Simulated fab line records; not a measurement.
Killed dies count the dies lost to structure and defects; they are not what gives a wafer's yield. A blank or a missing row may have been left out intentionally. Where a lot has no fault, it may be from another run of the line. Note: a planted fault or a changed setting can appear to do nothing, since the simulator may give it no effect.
Chamber matching | flow gf180mcu | 4 sister chambers for GF_SAB_ETCH_11 on rie diel-01
The step etches SiO2 in C4F8/O2/Ar, target depth 55 nm, time 8.5 s. 4 wafers are shown with their chamber, then 7 later ones without.

WAFERS PAIRED WITH THEIR CHAMBERS
wafer  | chamber | oes product au (a.u.)
L981.4 | 2       | 0.994
L990.6 | 1       | 1.018
L993.1 | 3       | 1.004
L993.2 | 0       | 1.005

WAFERS MISSING THEIR CHAMBER
wafer  | oes product au (a.u.)
L993.4 | 1.001
L999.1 | 1.022
L999.3 | 1.011
L999.5 | 1.003
L100.3 | 1.005
L100.5 | 1.006
L100.6 | 1.016

CHAMBER TAKEN BY EACH
wafer  | from the rows above          | in truth
L993.4 | can't be placed: 3 or 0 or 2 | 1
L999.1 | 1                            | 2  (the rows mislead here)
L999.3 | can't be placed: 0 or 3 or 1 | 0
L999.5 | can't be placed: 3 or 0      | 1
L100.3 | can't be placed: 0 or 3      | 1
L100.5 | can't be placed: 0 or 3      | 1
L100.6 | 1                            | 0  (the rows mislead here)
Correct placement for 0 of the 7. Unplaceable from these rows: 5, with the true chamber sitting among the candidates in 1. Wrongly placed: 2.
How it was worked out, from the rows above alone: a wafer's distance from a chamber is the root of the sum, over the readings, of the square of ((its reading less the chamber's mean) divided by the reading's scatter). If the next closest chamber is less than 2 further off than the closest, the wafer can't be placed; otherwise it belongs to the closest. A chamber's mean is the mean of its shown wafers. The scatter: root of mean squared gap, hidden wafer to nearest shown wafer, with one shown wafer a chamber.
